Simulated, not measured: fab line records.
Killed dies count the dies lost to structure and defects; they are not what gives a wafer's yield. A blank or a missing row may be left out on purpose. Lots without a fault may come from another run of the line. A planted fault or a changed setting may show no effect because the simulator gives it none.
The tool behind it: which one?	flow sfq line	12 lots, 36 wafers sampled, at 5 steps of a route of 325

WHAT EACH GAUGE READ, for each wafer
SFQ_I1_BOW_MEAS_912.
lot	measured	on	I1_BOW (um)
L325	day 21 07:05	film metro-04	7 6 6
L326	day 21 13:04	film metro-04	-3 9 5
L330	day 23 13:58	film metro-01	-6 -1 4
L331	day 25 03:40	film metro-01	9 3 -6
L332	day 25 15:10	film metro-01	-5 8 -1
L333	day 25 21:50	film metro-01	-8 3 6 - - -
L335	day 26 23:10	film metro-02	3 4 2 - - -
L339	day 27 06:21	film metro-01	5 1 -12
L342	day 27 12:25	film metro-01	-11 1 3
L344	day 27 15:25	film metro-04	-12 -6 -6
L346	day 27 18:21	film metro-01	-1 10 5
L348	day 28 00:21	film metro-04	2 10 1

WHAT TOOL EACH LOT RAN ON (gives the tool, then ch and the chambers of the sampled wafers, and finally the start)
lot	SFQ_TRILAYER_L0_STRIP_STRIP_009	SFQ_TRILAYER_L0_VIA_ETCH_VIA_ETCH_016	SFQ_TRILAYER_I1_DEP_PECVD_045	SFQ_TRILAYER_I1_CMP_CMP_046
L325	rie metal-03 ch 0,1, day 4 04:43	rie diel-03 ch 2,3, day 6 16:20	pecvd-01 ch 0,2, day 21 03:01	cmp-01 ch 0,2,3, day 21 04:04
L326	rie metal-04 ch 0,1, day 4 08:19	rie diel-03 ch 1,2,3, day 7 00:44	pecvd-03 ch 0,1,2, day 21 09:02	cmp-01 ch 0,2,3, day 21 10:04
L330	rie metal-04 ch 0,1, day 5 02:20	rie diel-04 ch 0,1,3, day 8 03:48	pecvd-04 ch 1,2, day 23 10:53	cmp-02 ch 0,1,2, day 23 10:58
L331	rie metal-03 ch 0,1, day 5 09:05	rie diel-04 ch 0,1,3, day 8 11:00	pecvd-03 ch 1,2, day 24 22:53	cmp-01 ch 0,2,3, day 25 00:40
L332	rie metal-03 ch 0,1, day 5 13:53	rie diel-03 ch 0,1,3, day 8 17:00	pecvd-04 ch 0,1, day 25 12:05	cmp-01 ch 0,1,3, day 25 12:40
L333	rie metal-04 ch 0,1, day 5 17:29	rie diel-04 ch 0,2,3, day 8 19:24	pecvd-04 ch 1,2, day 25 18:45	cmp-01 ch 0,3, day 25 18:50
L335	rie metal-03 ch 0,1, day 6 05:34	rie diel-03 ch 0,1, day 9 13:24	pecvd-01 ch 1,2, day 26 20:04	cmp-01 ch 0,2, day 26 20:39
L339	rie metal-01 ch 0,1, day 7 05:36	rie diel-02 ch 0,2,3, day 10 15:56	pecvd-04 ch 1,2, day 27 00:52	cmp-02 ch 0,1,2, day 27 03:21
L342	rie metal-04 ch 0,1, day 8 00:53	rie diel-04 ch 0,3, day 11 14:44	pecvd-04 ch 0,1,2, day 27 04:31	cmp-02 ch 1,2, day 27 09:21
L344	rie metal-01 ch 0,1, day 8 12:26	rie diel-02 ch 0,1,3, day 12 09:56	pecvd-01 ch 0,1,2, day 27 06:55	cmp-02 ch 0,2,3, day 27 13:21
L346	rie metal-03 ch 0,1, day 8 23:02	rie diel-02 ch 0,2,3, day 13 01:10	pecvd-03 ch 0,1,2, day 27 09:16	cmp-02 ch 0,2,3, day 27 15:51
L348	rie metal-01 ch 0,1, day 9 15:50	rie diel-04 ch 2,3, day 13 16:46	pecvd-03 ch 0,1,2, day 27 12:53	cmp-02 ch 1,2,3, day 27 21:21
- SFQ_TRILAYER_L0_STRIP_STRIP_009: strips in O2.
- SFQ_TRILAYER_L0_VIA_ETCH_VIA_ETCH_016: etches SiO2 in CHF3, stops on MoNx KI, target depth 80 nm.
- SFQ_TRILAYER_I1_DEP_PECVD_045: deposits SiO2 from SiH4/N2O, time 111.11 s, target thk 500 nm.
- SFQ_TRILAYER_I1_CMP_CMP_046: polishes SiO2.

AS READ BY THE TOOLS THEMSELVES (means over the sampled wafers that have a number; for cases with no such wafer, the mark the record gives instead)
SFQ_TRILAYER_L0_STRIP_STRIP_009.
lot	tool	drypump motor current A (A)	oes product au (a.u.)
L325	rie metal-03	6.0	0.992
L326	rie metal-04	6.0	1.007
L330	rie metal-04	5.8	0.994
L331	rie metal-03	5.7	0.991
L332	rie metal-03	5.7	0.994
L333	rie metal-04	5.9	0.993
L335	rie metal-03	6.0	0.999
L339	rie metal-01	5.8	1.004
L342	rie metal-04	5.9	0.998
L344	rie metal-01	5.8	0.992
L346	rie metal-03	6.0	0.999
L348	rie metal-01	5.8	0.993

SFQ_TRILAYER_L0_VIA_ETCH_VIA_ETCH_016.
lot	tool	drypump motor current A (A)	oes product au (a.u.)
L325	rie diel-03	5.4	0.838
L326	rie diel-03	5.6	0.843
L330	rie diel-04	6.0	0.840
L331	rie diel-04	6.0	0.840
L332	rie diel-03	5.4	0.841
L333	rie diel-04	5.9	0.845
L335	rie diel-03	5.7	0.843
L339	rie diel-02	6.0	0.848
L342	rie diel-04	6.2	0.848
L344	rie diel-02	6.0	0.846
L346	rie diel-02	6.0	0.840
L348	rie diel-04	6.0	0.842

SFQ_TRILAYER_I1_DEP_PECVD_045.
lot	tool	heater power w (W)	throttle valve pct (%)
L325	pecvd-01	84	24.5
L326	pecvd-03	83	24.2
L330	pecvd-04	74	26.1
L331	pecvd-03	83	23.9
L332	pecvd-04	79	22.7
L333	pecvd-04	72	22.9
L335	pecvd-01	89	23.5
L339	pecvd-04	77	23.0
L342	pecvd-04	76	23.1
L344	pecvd-01	86	24.7
L346	pecvd-03	89	24.5
L348	pecvd-03	84	24.4

SFQ_TRILAYER_I1_CMP_CMP_046.
lot	tool	motor current A (A)	platen rpm (rpm)	time to endpoint s (s)
L325	cmp-01	10.3	60.00	216
L326	cmp-01	10.2	59.98	212
L330	cmp-02	10.4	60.02	217
L331	cmp-01	10.0	59.96	222
L332	cmp-01	10.0	60.01	220
L333	cmp-01	10.4	60.03	214
L335	cmp-01	11.3	60.00	203
L339	cmp-02	11.1	59.98	212
L342	cmp-02	9.7	59.98	218
L344	cmp-02	10.9	60.01	212
L346	cmp-02	11.0	60.02	219
L348	cmp-02	9.5	59.97	212

THE ANSWER, worked out from the rows above alone
Rule: the lots themselves supply what counts as usual. Put in order of their means at a reading, lots are off if they are a third of the lots or fewer, leave a main group of 4 or more, and stand apart from it by a gap of 3 or more times the standard deviation of the main group's means; of several such gaps the widest counts. A main group is skipped when, at the precision printed for the reading in the tables above, its means are all equal. Also off: a lot with no number at a reading for which 4 or more lots have one. The other lots that the step has rows for count as sound. Order of review: gauges by route order, followed by the tools' own readings, for which a lot's mean as printed above is used. At the first step where some lot is off, the reading lying furthest off is the one used; lots without a number count as furthest.
Across all readings shown, no lot is off: no conclusion can be drawn from this.

WHAT THE SIMULATOR HAD PUT IN
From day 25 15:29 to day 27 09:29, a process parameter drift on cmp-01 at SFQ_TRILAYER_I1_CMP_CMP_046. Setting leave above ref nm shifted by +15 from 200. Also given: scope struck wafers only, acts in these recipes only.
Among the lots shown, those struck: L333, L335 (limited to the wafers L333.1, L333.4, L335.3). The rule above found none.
